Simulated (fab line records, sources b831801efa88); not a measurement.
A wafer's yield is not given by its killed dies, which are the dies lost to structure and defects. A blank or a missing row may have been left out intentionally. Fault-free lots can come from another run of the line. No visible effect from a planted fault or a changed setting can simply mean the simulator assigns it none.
Tool commonality check + flow gf180mcu + 13 lots and 39 wafers in the sample

== THE REASON FOR OPENING IT ==
Flagged at GF_HV_LDD_CD_MEAS_46: reading cd nm, on 2 of 13 lots. Fault-free wafers read 397.8 nm, with a standard deviation of 2.8.
Rule: a lot is flagged in two cases, either no wafer of it has a number, or all its wafers with numbers fall more than 4 standard deviations from that mean. All remaining lots are regarded as sound.

| lot  | measured     | on        | cd nm (nm), wafer by wafer | flag    |
|------|--------------|-----------|----------------------------|---------|
| L550 | day 12 12:37 | cd sem-02 | 399.0 400.2 398.9          |         |
| L551 | day 12 18:56 | cd sem-01 | 392.7 392.2 390.8          |         |
| L552 | day 13 11:44 | cd sem-01 | 397.2 395.5 395.2          |         |
| L553 | day 13 17:50 | cd sem-02 | 397.2 396.5 398.9          |         |
| L557 | day 15 05:43 | cd sem-02 | 402.0 398.6 399.2          |         |
| L558 | day 15 05:58 | cd sem-02 | 401.6 398.3 400.0          |         |
| L559 | day 15 14:04 | cd sem-02 | 395.4 396.8 396.6          |         |
| L562 | day 16 22:14 | cd sem-01 | 396.5 396.8 396.5          |         |
| L563 | day 17 14:31 | cd sem-02 | 396.2 399.8 397.7          |         |
| L566 | day 18 07:53 | cd sem-01 | 421.1 424.0 421.9          | FLAGGED |
| L568 | day 18 21:04 | cd sem-02 | 417.5 417.5 414.5          | FLAGGED |
| L570 | day 19 13:01 | cd sem-01 | 397.6 394.7 396.2          |         |
| L571 | day 19 17:31 | cd sem-01 | 402.1 404.8 403.6          |         |
The mean of the flagged lots' numbers is 419.4 nm, +21.6 nm from the usual (+8 standard deviations).

== WHICH TOOL EACH LOT WENT THROUGH ==
The record holds 1 process step before the reading, out of a route of 602 steps. Cell contents, in order: the tool; ch with the chambers the sampled wafers went through; the start.
| lot  | flag    | GF_HV_LDD_COAT_41                 |
|------|---------|-----------------------------------|
| L550 |         | litho track-02 ch 0, day 12 02:35 |
| L551 |         | litho track-03 ch 0, day 12 09:16 |
| L552 |         | litho track-03 ch 0, day 13 00:55 |
| L553 |         | litho track-02 ch 0, day 13 07:34 |
| L557 |         | litho track-04 ch 0, day 14 18:19 |
| L558 |         | litho track-03 ch 0, day 14 18:49 |
| L559 |         | litho track-04 ch 0, day 15 03:07 |
| L562 |         | litho track-02 ch 0, day 16 11:02 |
| L563 |         | litho track-02 ch 0, day 17 02:44 |
| L566 | FLAGGED | litho track-04 ch 0, day 17 19:57 |
| L568 | FLAGGED | litho track-04 ch 0, day 18 08:52 |
| L570 |         | litho track-03 ch 0, day 19 00:46 |
| L571 |         | litho track-03 ch 0, day 19 04:25 |
What is done by these steps:
- GF_HV_LDD_COAT_41: resist thk 1000 nm.
- GF_HV_LDD_CD_MEAS_46: target cd 400 nm.

== FLAGGED OVER TOTAL, TOOL BY TOOL (the gauges that took the reading come last) ==
| step                 | tool           | lots run | flagged | share of the flagged lots | sound lots run after its first flagged lot |
|----------------------|----------------|----------|---------|---------------------------|--------------------------------------------|
| GF_HV_LDD_COAT_41    | litho track-02 | 4        | 0       | none                      | -                                          |
| GF_HV_LDD_COAT_41    | litho track-03 | 5        | 0       | none                      | -                                          |
| GF_HV_LDD_COAT_41    | litho track-04 | 4        | 2       | all                       | 0                                          |
| GF_HV_LDD_CD_MEAS_46 | cd sem-01      | 6        | 1       | some                      | 2 (L570,L571)                              |
| GF_HV_LDD_CD_MEAS_46 | cd sem-02      | 7        | 1       | some                      | 0                                          |

== WHAT THE TABLE PERMITS ==
All flagged lots share 1 row of the table, namely litho track-04 at GF_HV_LDD_COAT_41.
- litho track-04 at GF_HV_LDD_COAT_41: 2 of its 4 lots flagged. A fault beginning between L559 (day 15 03:07), its last sound lot, and L566 (day 17 19:57), its first flagged one, fits the data.
What remains is a single tool, litho track-04 at GF_HV_LDD_COAT_41.

== WHAT THE SIMULATOR HAD PUT IN ==
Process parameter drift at GF_HV_LDD_COAT_41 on litho track-04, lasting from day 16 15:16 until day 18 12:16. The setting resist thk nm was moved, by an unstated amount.
Struck lots among those shown: L566, L568. The rule above reached the same finding.
